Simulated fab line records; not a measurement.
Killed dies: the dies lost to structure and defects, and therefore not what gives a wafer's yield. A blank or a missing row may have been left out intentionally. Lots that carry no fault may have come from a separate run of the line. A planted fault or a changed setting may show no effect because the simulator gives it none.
fab line records -- flow sky130
record: lots: 6, wafers: 18, last_day: 50
route steps=708 shown CONTACT@418 METAL1@434 PAD_OPEN@708
lots that met no fault: from a run of the same line without faults
start_h: start of the lot's first displayed wafer, in hours after the record's first day -- wait_h: how many hours have passed since the lot's step before this one -- " the same as in the row above -- L1.1+2: a single row standing in for several wafers -- - no value present, or no start provided -- * or withheld: withheld -- < > ~ a bound
route shown NAME@n: NAME is a module with steps in the file, n the number in the route of the first one -- usual: mean/standard deviation taken from wafers without a fault -- same: alike in all rows -- chamber/n: place in a boat -- sites: per-site readings -- _std_site: standard deviation of those values -- _edge_site: inner sites' mean taken away from outer sites' mean -- radius_mm: for every site, how far away it sits from the centre of the wafer -- mask NAME#n: copy n -- behind: the tool/chamber that last shaped the wafer -- hold: why the lot went on hold/how many hours it stayed there/how the hold came to an end -- device: transistor that didn't switch, given as n, p or np -- end of line: tests of these same wafers at the route's end -- step lacking rows: just its recipe -- killed: dies that structure and defects cost at the first sort, which is not the same as the wafer's yield -- map: a wafer's dies, x killed, . not, _ none there
set.NAME: the setting the step ran with; set.NAME@STEP: the setting that earlier step ran with -- model.NAME: the simulator's own value behind a step, which no gauge read
a table for each step, a row for each wafer; lots at some steps of the route
services: the hour from which a tool's chamber was out of use, counted from the record's first day as start_h (under 0 if before that day), plus the number of hours and why
== steps ==
step: SKY_CONTACT_PEB_12
recipe: peb_temp_c: withheld, peb_time_s: withheld, resist: KrF-thick
step: SKY_CONTACT_DEVELOP_13
recipe: develop_time_s: 60, resist: KrF-thick, dev_temp_c: 21
step: SKY_CONTACT_CD_MEAS_14
recipe: target_cd_nm: 170
usual: cd_nm: 170.0/1.5
lot.wafer,tool,chamber,start_h,wait_h,cd_nm
L266.2,cd_sem-02,-,858.37,-,170.0
L266.3,cd_sem-02,-,858.37,-,170.4
L266.5,cd_sem-02,-,858.37,-,169.3
L265.2,cd_sem-02,-,859.02,-,170.6
L265.3,cd_sem-02,-,859.02,-,172.0
L265.4,cd_sem-02,-,859.02,-,171.2
L269.2,cd_sem-01,-,864.05,-,170.7
L269.3,cd_sem-01,-,864.05,-,170.2
L269.5,cd_sem-01,-,864.05,-,171.9
L271.1,cd_sem-01,-,864.73,-,170.6
L271.3,cd_sem-01,-,864.73,-,172.0
L271.6,cd_sem-01,-,864.73,-,170.3
L272.1,cd_sem-01,-,868.78,-,169.3
L272.2,cd_sem-01,-,868.78,-,169.2
L272.5,cd_sem-01,-,868.78,-,171.2
L276.2,cd_sem-01,-,899.35,-,172.4
L276.4,cd_sem-01,-,899.35,-,171.2
L276.6,cd_sem-01,-,899.35,-,172.6
step: SKY_CONTACT_OVL_MEAS_15
usual: CONTACT_OVL: 2/4.8
lot.wafer,tool,chamber,start_h,wait_h,CONTACT_OVL[nm]
L266.2,overlay-02,-,858.47,0.1,6
L266.3,overlay-02,-,858.47,0.1,1
L266.5,overlay-02,-,858.47,0.1,1
L265.2,overlay-01,-,859.12,0.1,7
L265.3,overlay-01,-,859.12,0.1,-2
L265.4,overlay-01,-,859.12,0.1,0
L269.2,overlay-01,-,864.16,0.1,4
L269.3,overlay-01,-,864.16,0.1,-1
L269.5,overlay-01,-,864.16,0.1,-4
L271.1,overlay-02,-,864.85,0.1,4
L271.3,overlay-02,-,864.85,0.1,1
L271.6,overlay-02,-,864.85,0.1,-2
L272.1,overlay-01,-,868.90,0.1,0
L272.2,overlay-01,-,868.90,0.1,5
L272.5,overlay-01,-,868.90,0.1,-3
L276.2,overlay-01,-,899.46,0.1,2
L276.4,overlay-01,-,899.46,0.1,8
L276.6,overlay-01,-,899.46,0.1,4
step: SKY_CONTACT_ETCH_16
recipe: chemistry: N2/H2, target: BARC, ion_energy_ev: 200, source_w: 500, bias_w: 100, pressure_mtorr: 30, n2_flow_sccm: 100, h2_flow_sccm: 200, stop_on: SiO2, time_s: 45.9, target_depth_a: 600
usual: drypump_motor_current_A: 5.7/0.45, oes_product_au: 0.854/0.0049, throttle_valve_pct: 13.223/0.0098
lot.wafer,tool,chamber,start_h,wait_h,drypump_motor_current_A,oes_product_au,rf_hours_counter_h,throttle_valve_pct
L266.2,rie_diel-04,1,858.50,0.0,5.7,0.856,12,13.229
L266.3,rie_diel-04,0,858.50,0.0,6.3,0.855,9,13.228
L266.5,rie_diel-04,2,858.50,0.0,5.9,0.849,-,13.213
L265.2,rie_diel-03,3,859.15,0.0,6.2,0.853,15,13.227
L265.3,rie_diel-03,2,859.15,0.0,5.7,0.852,8,13.209
L265.4,rie_diel-03,1,859.15,0.0,5.8,0.849,10,13.225
L269.2,rie_diel-04,2,864.19,0.0,5.9,0.854,17,13.215
L269.3,rie_diel-04,3,864.19,0.0,5.5,0.855,7,13.221
L269.5,rie_diel-04,3,864.19,0.0,5.5,0.842,-,13.221
L271.1,rie_diel-02,1,864.89,0.0,4.9,0.855,17,13.217
L271.3,rie_diel-02,0,864.89,0.0,4.8,0.854,2,13.226
L271.6,rie_diel-02,0,864.89,0.0,4.8,0.856,-,13.223
L272.1,rie_diel-03,0,868.94,0.0,5.5,0.859,1,13.231
L272.2,rie_diel-03,3,868.94,0.0,6.2,0.854,15,13.227
L272.5,rie_diel-03,1,868.94,0.0,5.8,0.854,-,13.233
L276.2,rie_diel-04,2,899.49,0.0,5.9,0.855,18,13.224
L276.4,rie_diel-04,1,899.49,0.0,5.7,0.853,-,13.239
L276.6,rie_diel-04,0,899.49,0.0,6.3,0.848,-,13.201
step: SKY_CONTACT_ETCH_17
recipe: target: SiO2, chemistry: C4F8/O2/Ar, stop_on: Si3N4, mask_material: KrF-thick, source_w: 1500, bias_w: 1200, pressure_mtorr: 40, c4f8_flow_sccm: withheld, O2_flow_sccm: 6, Ar_flow_sccm: 300, time_s: withheld, target_depth_a: 3400
usual: oes_product_au: 0.897/0.0051
lot.wafer,tool,chamber,start_h,wait_h,oes_product_au
L266.2,rie_diel-04,1,858.55,0.0,0.903
L266.3,rie_diel-04,0,858.55,0.0,0.897
L266.5,rie_diel-04,2,858.55,0.0,0.904
L265.2,rie_diel-03,3,859.20,0.0,0.896
L265.3,rie_diel-03,2,859.20,0.0,0.889
L265.4,rie_diel-03,1,859.20,0.0,0.889
L269.2,rie_diel-04,2,864.23,0.0,0.890
L269.3,rie_diel-04,3,864.23,0.0,0.890
L269.5,rie_diel-04,3,864.23,0.0,0.895
L271.1,rie_diel-02,1,864.93,0.0,0.900
L271.3,rie_diel-02,0,864.93,0.0,0.900
L271.6,rie_diel-02,0,864.93,0.0,0.900
L272.1,rie_diel-03,0,868.98,0.0,0.896
L272.2,rie_diel-03,3,868.98,0.0,0.895
L272.5,rie_diel-03,1,868.98,0.0,0.898
L276.2,rie_diel-04,2,899.53,0.0,0.889
L276.4,rie_diel-04,1,899.53,0.0,0.892
L276.6,rie_diel-04,0,899.53,0.0,0.896
step: SKY_CONTACT_ETCH_18
recipe: target: Si3N4, chemistry: CHF3/O2, stop_on: TiN, source_w: 600, bias_w: 200, pressure_mtorr: 40, chf3_flow_sccm: 50, O2_flow_sccm: 5, time_s: 39, target_depth_a: 750
usual: drypump_motor_current_A: 5.6/0.45, oes_product_au: 0.853/0.0075, throttle_valve_pct: 8.794/0.0098
lot.wafer,tool,chamber,start_h,wait_h,drypump_motor_current_A,oes_product_au,rf_hours_counter_h,throttle_valve_pct
L266.2,rie_diel-04,1,-,-,5.7,0.843,12,8.776
L266.3,rie_diel-04,0,-,-,6.3,0.858,9,8.805
L266.5,rie_diel-04,2,-,-,5.9,0.858,-,8.802
L265.2,rie_diel-03,3,-,-,6.2,0.865,15,8.796
L265.3,rie_diel-03,2,-,-,5.8,0.851,8,8.784
L265.4,rie_diel-03,1,-,-,5.8,0.846,10,8.789
L269.2,rie_diel-04,2,-,-,5.8,0.840,17,8.796
L269.3,rie_diel-04,3,-,-,5.5,0.849,7,8.804
L269.5,rie_diel-04,3,-,-,5.5,0.859,-,8.793
L271.1,rie_diel-02,1,-,-,4.9,0.834,17,8.804
L271.3,rie_diel-02,0,-,-,4.8,0.852,2,8.777
L271.6,rie_diel-02,0,-,-,4.8,0.848,-,8.785
L272.1,rie_diel-03,0,-,-,5.5,0.859,1,8.810
L272.2,rie_diel-03,3,-,-,6.2,0.855,15,8.782
L272.5,rie_diel-03,1,-,-,5.8,0.859,-,8.795
L276.2,rie_diel-04,2,-,-,5.9,0.843,18,8.814
L276.4,rie_diel-04,1,-,-,5.7,0.857,-,8.785
L276.6,rie_diel-04,0,-,-,6.3,0.859,-,8.799
step: SKY_CONTACT_STRIP_19
recipe: chemistry: O2/N2, power_w: 1400, pressure_mtorr: 1500, platen_temp_c: withheld, o2_flow_sccm: 3000, n2_flow_sccm: 300, overash_fraction: 0.5
usual: drypump_motor_current_A: 5.4/0.34, oes_product_au: 0.380/0.005, strip_time_to_endpoint_s: 3.609/0.026
lot.wafer,tool,chamber,start_h,wait_h,drypump_motor_current_A,oes_product_au,rf_hours_counter_h,strip_time_to_endpoint_s
L266.2,plasma_asher-01,0,858.64,-,5.7,0.379,12,3.606
L266.3,plasma_asher-01,1,858.64,-,5.0,0.385,-,3.626
L266.5,plasma_asher-01,0,858.64,-,5.8,0.377,-,3.655
L265.2,plasma_asher-01,0,859.29,-,5.7,0.380,12,3.567
L265.3,plasma_asher-01,0,859.29,-,5.8,0.377,-,3.556
L265.4,plasma_asher-01,1,859.29,-,5.0,0.378,-,3.600
L269.2,plasma_asher-03,1,864.32,-,5.9,0.378,75,3.634
L269.3,plasma_asher-03,1,864.32,-,5.9,0.381,-,3.576
L269.5,plasma_asher-03,1,864.32,-,6.0,0.385,-,3.575
L271.1,plasma_asher-01,1,865.02,-,4.9,0.382,13,3.608
L271.3,plasma_asher-01,0,865.02,-,5.7,0.385,-,3.605
L271.6,plasma_asher-01,1,865.02,-,4.9,0.381,-,3.604
L272.1,plasma_asher-03,0,869.07,-,5.3,0.380,76,3.613
L272.2,plasma_asher-03,1,869.07,-,5.9,0.379,76,3.591
L272.5,plasma_asher-03,0,869.07,-,5.3,0.387,-,3.602
L276.2,plasma_asher-01,1,899.62,-,4.9,0.393,16,3.636
L276.4,plasma_asher-01,1,899.62,-,4.9,0.380,-,3.625
L276.6,plasma_asher-01,0,899.62,-,5.7,0.380,-,3.635
step: SKY_CONTACT_STRIP_20
recipe: chemistry: post_etch_residue_remover, time_s: 1200, temp_c: 72.5
step: SKY_CONTACT_CLEAN_21
recipe: chemistry: IPA, time_s: 180, temp_c: 25
step: SKY_CONTACT_CLEAN_22
recipe: chemistry: O3/DIW, dry: n2_spin
step: SKY_CONTACT_SPUTTER_23
recipe: material: TiN, target_thk_nm: 20, chamber_pressure_pa: 5, power_w: 4000, time_s: 80
step: SKY_CONTACT_CVD_24
recipe: material: W, target_thk_nm: 340, time_s: 102.12, temp_c: 400, pressure_torr: 40
usual: heater_power_w: 909/69
lot.wafer,tool,chamber,start_h,wait_h,heater_power_w,model.W_of_CONTACT_CVD_24.thk_nm
L266.2,cvd_w-02,1,859.29,0.0,950,345.1
L266.3,cvd_w-02,1,859.29,0.0,979,342.9
L266.5,cvd_w-02,0,859.29,0.0,902,341.5
L265.2,cvd_w-01,1,859.94,0.0,975,335.1
L265.3,cvd_w-01,1,859.94,0.0,953,332.7
L265.4,cvd_w-01,0,859.94,0.0,813,333.2
L269.2,cvd_w-01,0,865.01,0.0,810,403.5
L269.3,cvd_w-01,0,865.01,0.0,793,403.3
L269.5,cvd_w-01,1,865.01,0.0,976,404.5
L271.1,cvd_w-01,1,865.71,0.0,967,404.4
L271.3,cvd_w-01,0,865.71,0.0,806,407
L271.6,cvd_w-01,0,865.71,0.0,814,407.7
L272.1,cvd_w-02,0,869.76,0.0,921,340.5
L272.2,cvd_w-02,1,869.76,0.0,972,346.5
L272.5,cvd_w-02,0,869.76,0.0,918,339.8
L276.2,cvd_w-02,1,900.27,0.0,948,341
L276.4,cvd_w-02,0,900.27,0.0,916,335.4
L276.6,cvd_w-02,0,900.27,0.0,894,338.7
step: SKY_CONTACT_RS_MEAS_25
recipe: thk_meas_gauge: four-point-probe, reads: W_of_CONTACT_CVD_24+TiN_of_CONTACT_SPUTTER_23
usual: CONTACT_W_RS: 0.340/0.0041
lot.wafer,tool,chamber,start_h,wait_h,CONTACT_W_RS[ohm/sq]
L266.2,film_metro-03,-,859.42,0.1,0.332
L266.3,film_metro-03,-,859.42,0.1,0.335
L266.5,film_metro-03,-,859.42,0.1,0.336
L265.2,film_metro-02,-,860.07,0.1,0.342
L265.3,film_metro-02,-,860.07,0.1,0.346
L265.4,film_metro-02,-,860.07,0.1,0.344
L269.2,film_metro-03,-,865.15,0.1,0.283
L269.3,film_metro-03,-,865.15,0.1,0.284
L269.5,film_metro-03,-,865.15,0.1,0.283
L271.1,film_metro-02,-,865.83,0.1,0.284
L271.3,film_metro-02,-,865.83,0.1,0.282
L271.6,film_metro-02,-,865.83,0.1,0.281
L272.1,film_metro-02,-,869.87,0.1,0.338
L272.2,film_metro-02,-,869.87,0.1,0.331
L272.5,film_metro-02,-,869.87,0.1,0.338
L276.2,film_metro-03,-,900.40,0.1,0.336
L276.4,film_metro-03,-,900.40,0.1,0.342
L276.6,film_metro-03,-,900.40,0.1,0.339
step: SKY_CONTACT_THK_MEAS_26
recipe: thk_meas_gauge: xrf, reads: W_of_CONTACT_CVD_24
usual: CONTACT_W_THK: 339/5.8
lot.wafer,tool,chamber,start_h,wait_h,CONTACT_W_THK[nm]
L266.2,film_metro-03,-,859.53,0.1,344
L266.3,film_metro-03,-,859.53,0.1,344
L266.5,film_metro-03,-,859.53,0.1,343
L265.2,film_metro-02,-,860.18,0.1,333
L265.3,film_metro-02,-,860.18,0.1,331
L265.4,film_metro-02,-,860.18,0.1,332
L269.2,film_metro-03,-,865.26,0.1,410
L269.3,film_metro-03,-,865.26,0.1,412
L269.5,film_metro-03,-,865.26,0.1,410
L271.1,film_metro-02,-,865.95,0.1,411
L271.3,film_metro-02,-,865.95,0.1,414
L271.6,film_metro-02,-,865.95,0.1,413
L272.1,film_metro-02,-,869.99,0.1,342
L272.2,film_metro-02,-,869.99,0.1,351
L272.5,film_metro-02,-,869.99,0.1,346
L276.2,film_metro-03,-,900.51,0.1,344
L276.4,film_metro-03,-,900.51,0.1,341
L276.6,film_metro-03,-,900.51,0.1,343
step: SKY_CONTACT_CMP_27
recipe: stop_on: SiO2, t_overpolish_s: 15, down_force_psi: 3.5, platen_rpm: 60, target_thk_nm: 0, pad_velocity_m_s: 0.94248
usual: motor_current_A: 11.7/2, time_to_endpoint_s: 82/3.1
lot.wafer,tool,chamber,start_h,wait_h,motor_current_A,time_to_endpoint_s
L266.2,cmp-02,1,859.68,0.1,10.1,92
L266.3,cmp-02,2,859.68,0.1,13.7,85
L266.5,cmp-02,0,859.68,0.1,12.3,87
L265.2,cmp-01,2,860.28,0.1,15.1,81
L265.4,cmp-01,3,860.28,0.1,11.2,77
L265.3,cmp-01,0,860.28,0.1,9.9,77
L269.3,cmp-01,0,865.41,0.1,9.5,97
L269.2,cmp-01,1,865.41,0.1,9.4,95
L269.5,cmp-01,3,865.41,0.1,10.9,94
L271.1,cmp-02,1,866.06,0.1,10.0,100
L271.3,cmp-02,2,866.06,0.1,14.1,97
L271.6,cmp-02,0,866.06,0.1,13.2,97
L272.1,cmp-01,0,870.10,0.1,9.9,77
L272.2,cmp-01,1,870.10,0.1,9.6,78
L272.5,cmp-01,0,870.10,0.1,9.8,80
L276.4,cmp-01,1,900.61,0.1,9.3,82
L276.2,cmp-01,2,900.61,0.1,15.7,86
L276.6,cmp-01,0,900.61,0.1,9.3,85
step: SKY_METAL1_SPUTTER_00
recipe: material: Ti, target_thk_nm: 15, power_w: 3000, time_s: 10, chamber_pressure_pa: 0.4
usual: throttle_valve_pct: 29.6/1.3
lot.wafer,tool,chamber,start_h,wait_h,throttle_valve_pct
L266.2,pvd_sputter-01,-,859.88,0.1,28.4
L266.3,pvd_sputter-01,-,859.88,0.1,30.2
L266.5,pvd_sputter-01,-,859.88,0.1,31.5
L265.2,pvd_sputter-03,-,860.53,0.2,31.0
L265.3,pvd_sputter-03,-,860.53,0.2,28.8
L265.4,pvd_sputter-03,-,860.53,0.2,27.5
L269.2,pvd_sputter-03,-,865.61,0.1,28.9
L269.3,pvd_sputter-03,-,865.61,0.1,31.2
L269.5,pvd_sputter-03,-,865.61,0.1,27.7
L271.1,pvd_sputter-03,-,866.31,0.2,28.8
L271.3,pvd_sputter-03,-,866.31,0.2,31.0
L271.6,pvd_sputter-03,-,866.31,0.2,31.3
L272.1,pvd_sputter-03,-,870.35,0.2,27.6
L272.2,pvd_sputter-03,-,870.35,0.2,29.0
L272.5,pvd_sputter-03,-,870.35,0.2,31.0
L276.2,pvd_sputter-03,-,900.86,0.1,27.6
L276.4,pvd_sputter-03,-,900.86,0.1,31.0
L276.6,pvd_sputter-03,-,900.86,0.1,31.1
step: SKY_PAD_OPEN_PROBE_99
usual: killed_at_M0_to_M3: 44/7.4, killed_at_M4_up: 3.2/2, killed_at_contacts: 24/5.1, killed_at_front_end: 15/4.8, killed_at_other: 0.2/0.46, killed_dies: 86/10, killed_open: 47/7.5, killed_short: 39/7
same: gross_dies: 492, killed_at_back_side: 0
lot.wafer,tool,chamber,start_h,wait_h,killed_at_M0_to_M3,killed_at_M4_up,killed_at_contacts,killed_at_front_end,killed_at_other,killed_dies,killed_open,killed_short
L266.2,prober-01,-,1167.03,0.1,52,3,32,13,0,100,59,41
L266.3,prober-01,-,1167.08,0.2,38,1,24,11,1,75,44,31
L266.5,prober-01,-,1167.18,0.2,45,2,27,10,0,84,54,29
L265.2,prober-02,-,1167.34,0.1,51,5,32,27,0,115,60,55
L265.3,prober-02,-,1167.39,0.2,50,4,28,18,2,102,60,40
L265.4,prober-02,-,1167.44,0.2,33,4,24,17,1,79,45,32
L269.2,prober-01,-,1172.63,0.1,46,1,27,12,1,87,50,37
L269.3,prober-01,-,1172.68,0.2,35,3,23,16,0,77,36,41
L269.5,prober-01,-,1172.78,0.2,48,8,20,15,0,91,55,36
L271.1,prober-02,-,1173.44,0.1,33,5,28,14,0,80,42,38
L271.3,prober-02,-,1173.54,0.2,41,6,27,17,0,91,54,37
L271.6,prober-02,-,1173.69,0.2,41,3,20,16,0,80,35,45
L272.1,prober-01,-,1174.72,0.1,60,3,19,19,1,102,53,49
L272.2,prober-01,-,1174.77,0.1,46,6,17,9,0,78,43,35
L272.5,prober-01,-,1174.92,0.2,48,2,23,15,1,89,51,38
L276.2,prober-01,-,1193.40,0.1,34,1,28,18,0,81,48,33
L276.4,prober-01,-,1193.50,0.2,59,4,18,20,0,101,57,44
L276.6,prober-01,-,1193.60,0.2,48,6,19,15,0,88,54,34
killed by level:class
L266.2 CONTACT:geometric_particle:open=13 VIA1:geometric_particle:open=10 METAL1:geometric_particle:short=9 LI_CONTACT:geometric_particle:open=8 CONTACT:geometric_particle:short=7 VIA3:geometric_particle:open=7 VIA2:geometric_particle:open=5 VIA1:geometric_particle:short=5
L266.3 VIA1:geometric_particle:open=11 CONTACT:geometric_particle:open=9 LI_CONTACT:geometric_particle:open=5 VIA1:geometric_particle:short=5 FIELD_ISO:geometric_particle:short=4 LOCAL_INTERCONNECT:geometric_particle:short=4 VIA2:geometric_particle:open=4 VIA3:geometric_particle:open=4
L266.5 VIA1:geometric_particle:open=15 CONTACT:geometric_particle:open=10 VIA2:geometric_particle:open=7 METAL3:geometric_particle:short=6 CONTACT:geometric_particle:short=6 VIA3:geometric_particle:open=5 LI_CONTACT:geometric_particle:open=4 METAL1:geometric_particle:short=4
L265.2 VIA1:geometric_particle:open=17 CONTACT:geometric_particle:open=12 FIELD_ISO:geometric_particle:open=8 POLY_GATE:geometric_particle:short=7 LI_CONTACT:geometric_particle:open=7 METAL2:geometric_particle:short=7 FIELD_ISO:geometric_particle:short=6 METAL1:geometric_particle:short=6
L265.3 CONTACT:geometric_particle:open=13 VIA3:geometric_particle:open=11 VIA1:geometric_particle:open=11 METAL2:geometric_particle:short=9 VIA2:geometric_particle:open=8 LI_CONTACT:geometric_particle:open=4 LOCAL_INTERCONNECT:geometric_particle:short=4 CONTACT:geometric_particle:short=4
L265.4 VIA1:geometric_particle:open=11 CONTACT:geometric_particle:open=8 LI_CONTACT:geometric_particle:open=6 FIELD_ISO:geometric_particle:short=5 LOCAL_INTERCONNECT:geometric_particle:short=5 VIA3:geometric_particle:open=5 METAL2:geometric_particle:short=5 FIELD_ISO:geometric_particle:open=3
L269.2 VIA1:geometric_particle:open=14 LI_CONTACT:geometric_particle:open=9 VIA3:geometric_particle:open=7 CONTACT:geometric_particle:open=6 CONTACT:geometric_particle:short=6 METAL2:geometric_particle:short=5 VIA2:geometric_particle:open=5 LI_CONTACT:geometric_particle:short=4
L269.3 VIA1:geometric_particle:short=7 FIELD_ISO:geometric_particle:open=6 CONTACT:geometric_particle:short=6 CONTACT:geometric_particle:open=6 VIA1:geometric_particle:open=5 METAL1:geometric_particle:short=5 LI_CONTACT:geometric_particle:open=4 METAL2:geometric_particle:short=4
L269.5 VIA1:geometric_particle:open=11 FIELD_ISO:geometric_particle:open=9 VIA2:geometric_particle:open=8 LI_CONTACT:geometric_particle:open=8 VIA3:geometric_particle:open=7 METAL4:geometric_particle:short=6 CONTACT:geometric_particle:open=5 FIELD_ISO:geometric_particle:short=4
L271.1 CONTACT:geometric_particle:open=10 CONTACT:geometric_particle:short=7 POLY_GATE:geometric_particle:open=6 VIA2:geometric_particle:open=6 LI_CONTACT:geometric_particle:open=5 POLY_GATE:geometric_particle:short=4 METAL2:geometric_particle:short=4 VIA1:geometric_particle:open=4
L271.3 CONTACT:geometric_particle:open=10 VIA1:geometric_particle:open=9 VIA3:geometric_particle:open=9 LOCAL_INTERCONNECT:geometric_particle:short=8 POLY_GATE:geometric_particle:short=5 LI_CONTACT:geometric_particle:open=5 METAL4:geometric_particle:short=5 METAL2:geometric_particle:short=5
L271.6 CONTACT:geometric_particle:open=10 VIA2:geometric_particle:open=10 VIA1:geometric_particle:short=7 FIELD_ISO:geometric_particle:short=5 LI_CONTACT:geometric_particle:short=5 POLY_GATE:geometric_particle:short=5 VIA1:geometric_particle:open=5 METAL2:geometric_particle:short=4
L272.1 VIA1:geometric_particle:open=13 CONTACT:geometric_particle:open=10 VIA2:geometric_particle:short=8 VIA2:geometric_particle:open=8 VIA3:geometric_particle:open=7 VIA3:geometric_particle:short=6 FIELD_ISO:geometric_particle:open=5 POLY_GATE:geometric_particle:short=5
L272.2 VIA1:geometric_particle:open=10 METAL2:geometric_particle:short=7 VIA3:geometric_particle:open=6 LI_CONTACT:geometric_particle:open=5 VIA2:geometric_particle:open=5 VIA3:geometric_particle:short=5 FIELD_ISO:geometric_particle:open=4 CONTACT:geometric_particle:open=4
L272.5 VIA1:geometric_particle:open=11 VIA3:geometric_particle:open=9 CONTACT:geometric_particle:open=8 FIELD_ISO:geometric_particle:open=6 LOCAL_INTERCONNECT:geometric_particle:short=6 LI_CONTACT:geometric_particle:open=5 METAL3:geometric_particle:short=5 VIA2:geometric_particle:open=4
L276.2 VIA1:geometric_particle:open=14 LI_CONTACT:geometric_particle:open=11 CONTACT:geometric_particle:open=6 METAL2:geometric_particle:short=6 FIELD_ISO:geometric_particle:short=5 FIELD_ISO:geometric_particle:open=5 LOCAL_INTERCONNECT:geometric_particle:short=5 VIA1:geometric_particle:short=5
L276.4 VIA1:geometric_particle:open=15 METAL1:geometric_particle:short=9 POLY_GATE:geometric_particle:short=7 LI_CONTACT:geometric_particle:open=7 CONTACT:geometric_particle:open=6 METAL2:geometric_particle:open=6 METAL2:geometric_particle:short=5 METAL3:geometric_particle:short=5
L276.6 VIA1:geometric_particle:open=15 POLY_GATE:geometric_particle:open=7 CONTACT:geometric_particle:open=6 FIELD_ISO:geometric_particle:open=5 VIA3:geometric_particle:open=5 METAL2:geometric_particle:short=5 METAL1:geometric_particle:short=4 LOCAL_INTERCONNECT:geometric_particle:short=4
== services ==
tool,chamber,start_h,hours,kind
rie_diel-03,-,837.99,0.5,repair
cmp-02,-,842.16,1.8,repair
pvd_sputter-03,0,857.23,-,consumable_replace:kit
pvd_sputter-03,0,857.23,18.0,scheduled_down
pvd_sputter-03,0,857.23,18.0,vent_cycle
rie_diel-02,0,859.79,3.9,repair
pvd_sputter-01,-,862.72,5.0,repair
rie_diel-04,1,864.38,19.1,repair
pvd_sputter-01,0,870.45,-,consumable_replace:kit
pvd_sputter-01,0,870.45,18.0,scheduled_down
pvd_sputter-01,0,870.45,18.0,vent_cycle
cvd_w-01,-,876.23,1.3,repair
rie_diel-04,3,892.76,15.7,repair
rie_diel-03,1,893.40,3.9,repair
cvd_w-02,-,900.54,1.2,repair
== key ==
first_sign: step: SKY_CONTACT_RS_MEAS_25, reading: CONTACT_W_RS, direction: down, sigmas: 14, usual: 0.340, struck: 0.283
effect: step: SKY_CONTACT_THK_MEAS_26, reading: CONTACT_W_THK, direction: up, sigmas: 12, usual: 339, struck: 412
effect: step: SKY_CONTACT_CMP_27, reading: time_to_endpoint_s, direction: up, sigmas: 4.7, usual: *, struck: *
model_effect: step: SKY_CONTACT_CVD_24, value: W_of_CONTACT_CVD_24.thk_nm, without: 334.1, struck: 405.1
met_at SKY_CONTACT_CVD_24
struck_wafers L269.2,L269.3,L269.5,L271.1,L271.3,L271.6
tester_left_out L269,L271
onset_between 859.94 865.01
fault: kind: process_parameter_drift, tool: cvd_w-01, chamber: -, onset_h: 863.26, steps: SKY_CONTACT_CVD_24, channel: target_thk_nm, offset: 71.386, shape: step, end_h: 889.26, acts_in: these_recipes_only, stated: 340
tester_left_out: of these lots the tester's yield and bins aren't shown, on N5 and GAA mostly nor the transistor test; their killed dies are dies lost to structure and defects alone, not to doping, threshold or leakage, so they don't give the yield
